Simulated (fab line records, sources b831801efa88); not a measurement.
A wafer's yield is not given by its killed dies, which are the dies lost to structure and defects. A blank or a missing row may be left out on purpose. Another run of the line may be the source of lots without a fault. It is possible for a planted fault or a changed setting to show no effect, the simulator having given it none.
Matching of chambers :: flow gf180mcu :: GF_V2_ETCH_16 on rie-diel-03: 4 sister chambers
The step etches BARC in N2/H2. 14 wafers are shown with their chamber, then 7 later ones without.

## WAFERS, EACH WITH ITS CHAMBER
wafer: L075.1
chamber: 2
oes-product-au (a.u.): 0.852
h2-flow-sccm (sccm): 200.1
throttle-valve-pct (%): 13.224

wafer: L075.2
chamber: 0
oes-product-au (a.u.): 0.843
h2-flow-sccm (sccm): 198.7
throttle-valve-pct (%): 13.227

wafer: L075.4
chamber: 1
oes-product-au (a.u.): 0.848
h2-flow-sccm (sccm): 199.5
throttle-valve-pct (%): 13.238

wafer: L082.3
chamber: 2
oes-product-au (a.u.): 0.859
h2-flow-sccm (sccm): 198.7
throttle-valve-pct (%): 13.226

wafer: L082.4
chamber: 0
oes-product-au (a.u.): 0.856
h2-flow-sccm (sccm): 200.5
throttle-valve-pct (%): 13.225

wafer: L082.5
chamber: 3
oes-product-au (a.u.): 0.855
h2-flow-sccm (sccm): 200.0
throttle-valve-pct (%): 13.223

wafer: L083.1
chamber: 0
oes-product-au (a.u.): 0.850
h2-flow-sccm (sccm): 199.1
throttle-valve-pct (%): 13.225

wafer: L083.2
chamber: 2
oes-product-au (a.u.): 0.855
h2-flow-sccm (sccm): 200.3
throttle-valve-pct (%): 13.212

wafer: L083.6
chamber: 1
oes-product-au (a.u.): 0.851
h2-flow-sccm (sccm): 200.0
throttle-valve-pct (%): 13.223

wafer: L090.2
chamber: 2
oes-product-au (a.u.): 0.858
h2-flow-sccm (sccm): 199.9
throttle-valve-pct (%): 13.225

wafer: L090.3
chamber: 3
oes-product-au (a.u.): 0.869
h2-flow-sccm (sccm): 198.8
throttle-valve-pct (%): 13.219

wafer: L090.6
chamber: 3
oes-product-au (a.u.): 0.857
h2-flow-sccm (sccm): 199.0
throttle-valve-pct (%): 13.231

wafer: L091.1
chamber: 1
oes-product-au (a.u.): 0.842
h2-flow-sccm (sccm): 200.4
throttle-valve-pct (%): 13.212

wafer: L091.4
chamber: 0
oes-product-au (a.u.): 0.848
h2-flow-sccm (sccm): 200.0
throttle-valve-pct (%): 13.215

SIGNATURES, as means of the wafers listed above
reading: oes-product-au
chamber 0: 0.84925
chamber 1: 0.84700
chamber 2: 0.85600
chamber 3: 0.86033
scatter within a chamber: 0.00523

reading: h2-flow-sccm
chamber 0: 199.575
chamber 1: 199.967
chamber 2: 199.750
chamber 3: 199.267
scatter within a chamber: 0.694

reading: throttle-valve-pct
chamber 0: 13.22300
chamber 1: 13.22433
chamber 2: 13.22175
chamber 3: 13.22433
scatter within a chamber: 0.00795
Rule: a wafer lies at a distance from a chamber equal to the root of the sum of squares, over the readings, of (its reading less the chamber's mean, divided by the reading's scatter). The wafer belongs to the nearest chamber; if the next one is less than 2 further off, it can't be placed. The scatter is the square root of a quotient: the sum, over the shown wafers, of each reading's squared deviation from its chamber's mean, divided by wafers minus chambers.

## WAFERS WITH NO CHAMBER GIVEN
wafer: L091.5
oes-product-au (a.u.): 0.858
h2-flow-sccm (sccm): 200.2
throttle-valve-pct (%): 13.231

wafer: L093.1
oes-product-au (a.u.): 0.851
h2-flow-sccm (sccm): 199.4
throttle-valve-pct (%): 13.218

wafer: L093.2
oes-product-au (a.u.): 0.853
h2-flow-sccm (sccm): 200.0
throttle-valve-pct (%): 13.217

wafer: L093.3
oes-product-au (a.u.): 0.855
h2-flow-sccm (sccm): 201.0
throttle-valve-pct (%): 13.234

wafer: L097.2
oes-product-au (a.u.): 0.856
h2-flow-sccm (sccm): 200.7
throttle-valve-pct (%): 13.236

wafer: L097.3
oes-product-au (a.u.): 0.863
h2-flow-sccm (sccm): 200.7
throttle-valve-pct (%): 13.224

wafer: L097.6
oes-product-au (a.u.): 0.853
h2-flow-sccm (sccm): 200.8
throttle-valve-pct (%): 13.224

## WHICH CHAMBER EACH ONE RAN IN
wafer: L091.5
from the rows above: can't be placed: 2 or 3 or 0 or 1
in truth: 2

wafer: L093.1
from the rows above: can't be placed: 0 or 2 or 1 or 3
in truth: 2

wafer: L093.2
from the rows above: can't be placed: 2 or 0 or 1 or 3
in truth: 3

wafer: L093.3
from the rows above: can't be placed: 2 or 1 or 0 or 3
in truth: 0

wafer: L097.2
from the rows above: can't be placed: 2 or 1 or 0 or 3
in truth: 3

wafer: L097.3
from the rows above: can't be placed: 2 or 3 or 0 or 1
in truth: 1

wafer: L097.6
from the rows above: can't be placed: 2 or 1 or 0 or 3
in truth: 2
Placed correctly: 0 of 7. From these rows, 7 cannot be placed; in 7 the true chamber is one of the candidates. 0 placed wrongly.
